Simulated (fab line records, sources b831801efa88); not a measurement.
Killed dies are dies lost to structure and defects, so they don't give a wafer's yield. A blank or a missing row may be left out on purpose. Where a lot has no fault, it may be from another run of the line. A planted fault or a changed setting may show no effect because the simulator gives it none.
Check for tools in common | flow sky130 | Sampled: 14 lots, 42 wafers

REASON FOR OPENING
2 of 14 lots carry a flag on the reading LDD_HVN_TW at SKY_LDD_HVN_TW_MEAS_10. No-fault wafers: 1438, standard deviation 9.8.
Rule: flag the lot when none of its wafers has a number, or when each of its wafers that has one lies beyond 4 standard deviations from that mean. As for the other lots, they are considered sound.

lot  | measured     | on            | LDD_HVN_TW, wafer by wafer | flag
L813 | day 20 01:31 | film metro-02 | 1457 1450 1451             |
L816 | day 21 13:52 | film metro-01 | 1431 1434 1431             |
L819 | day 22 13:21 | film metro-01 | 1429 1430 1429             |
L820 | day 23 03:45 | film metro-01 | 1446 1446 1443             |
L821 | day 23 10:01 | film metro-01 | 1434 1435 1441             |
L822 | day 23 22:19 | film metro-04 | 1440 1447 1440             |
L823 | day 24 06:38 | film metro-04 | 1429 1428 1433             |
L825 | day 24 22:17 | film metro-02 | 1442 1450 1448             |
L827 | day 25 15:04 | film metro-01 | 30 30 30                   | FLAGGED
L828 | day 25 18:22 | film metro-02 | 30 30 30                   | FLAGGED
L833 | day 27 20:34 | film metro-04 | 1437 1429 1431             |
L834 | day 27 22:42 | film metro-02 | 1441 1444 1441             |
L835 | day 28 02:25 | film metro-02 | 1446 1449 1448             |
L836 | day 28 09:19 | film metro-01 | 1435 1434 1431             |
The numbers of the flagged lots are 30 on average: -1408 against the usual, or -99 or more standard deviations.

WHICH TOOL EACH LOT WENT THROUGH
2 process steps preceding the reading are held in the record, out of 708 steps in the route. Cell contents, in order: the tool; ch with the chambers the sampled wafers went through; the start.
lot  | flag    | SKY_LDD_P_STRIP_10                   | SKY_LDD_HVN_STRIP_09
L813 |         | plasma asher-02 ch 0,1, day 18 17:47 | plasma asher-04 ch 0,1, day 20 01:24
L816 |         | plasma asher-01 ch 0, day 20 06:49   | plasma asher-04 ch 1, day 21 13:46
L819 |         | plasma asher-03 ch 0,1, day 21 07:01 | plasma asher-01 ch 0,1, day 22 13:15
L820 |         | plasma asher-01 ch 0,1, day 21 21:02 | plasma asher-04 ch 0,1, day 23 03:39
L821 |         | plasma asher-01 ch 0,1, day 22 03:11 | plasma asher-02 ch 0,1, day 23 09:54
L822 |         | plasma asher-03 ch 0,1, day 22 15:27 | plasma asher-01 ch 0,1, day 23 22:14
L823 |         | plasma asher-02 ch 0,1, day 23 00:05 | plasma asher-04 ch 0,1, day 24 06:29
L825 |         | plasma asher-02 ch 0,1, day 23 16:14 | plasma asher-02 ch 0,1, day 24 22:11
L827 | FLAGGED | plasma asher-02 ch 0,1, day 24 09:04 | plasma asher-02 ch 0,1, day 25 14:58
L828 | FLAGGED | plasma asher-01 ch 0,1, day 24 12:58 | plasma asher-02 ch 0,1, day 25 18:16
L833 |         | plasma asher-03 ch 0,1, day 26 15:26 | plasma asher-04 ch 0,1, day 27 20:27
L834 |         | plasma asher-01 ch 0,1, day 26 17:10 | plasma asher-01 ch 0,1, day 27 22:36
L835 |         | plasma asher-03 ch 0,1, day 26 21:01 | plasma asher-02 ch 0,1, day 28 02:19
L836 |         | plasma asher-02 ch 0,1, day 27 03:19 | plasma asher-01 ch 0,1, day 28 09:12
What the steps here do:
- SKY_LDD_P_STRIP_10: strips in O2/N2.
- SKY_LDD_HVN_STRIP_09: strips in O2/N2.
- SKY_LDD_HVN_TW_MEAS_10

FLAGGED OVER TOTAL, TOOL BY TOOL (the gauges that took the reading come last)
step                   | tool            | lots run | flagged | share of the flagged lots | sound lots run after its first flagged lot
SKY_LDD_P_STRIP_10     | plasma asher-01 | 5        | 1       | some                      | 1 (L834)
SKY_LDD_P_STRIP_10     | plasma asher-02 | 5        | 1       | some                      | 1 (L836)
SKY_LDD_P_STRIP_10     | plasma asher-03 | 4        | 0       | none                      | -
SKY_LDD_HVN_STRIP_09   | plasma asher-01 | 4        | 0       | none                      | -
SKY_LDD_HVN_STRIP_09   | plasma asher-02 | 5        | 2       | all                       | 1 (L835)
SKY_LDD_HVN_STRIP_09   | plasma asher-04 | 5        | 0       | none                      | -
SKY_LDD_HVN_TW_MEAS_10 | film metro-01   | 6        | 1       | some                      | 1 (L836)
SKY_LDD_HVN_TW_MEAS_10 | film metro-02   | 5        | 1       | some                      | 2 (L834,L835)
SKY_LDD_HVN_TW_MEAS_10 | film metro-04   | 3        | 0       | none                      | -

WHAT IS ALLOWED BY THE TABLE
1 row of the table ran every flagged lot: plasma asher-02 at SKY_LDD_HVN_STRIP_09.
- plasma asher-02 at SKY_LDD_HVN_STRIP_09 ran 5 lots, 2 of them flagged. Sound lots ran on it after the first flagged one (L835), which a lasting fault on the whole tool wouldn't allow. Its own readings (oes product au, strip time to endpoint s) fall more than 4 standard deviations out on all wafers of the flagged lots.
No row of the table ran every flagged lot and no sound lot after the first.

WHAT THE SIMULATOR PUT IN
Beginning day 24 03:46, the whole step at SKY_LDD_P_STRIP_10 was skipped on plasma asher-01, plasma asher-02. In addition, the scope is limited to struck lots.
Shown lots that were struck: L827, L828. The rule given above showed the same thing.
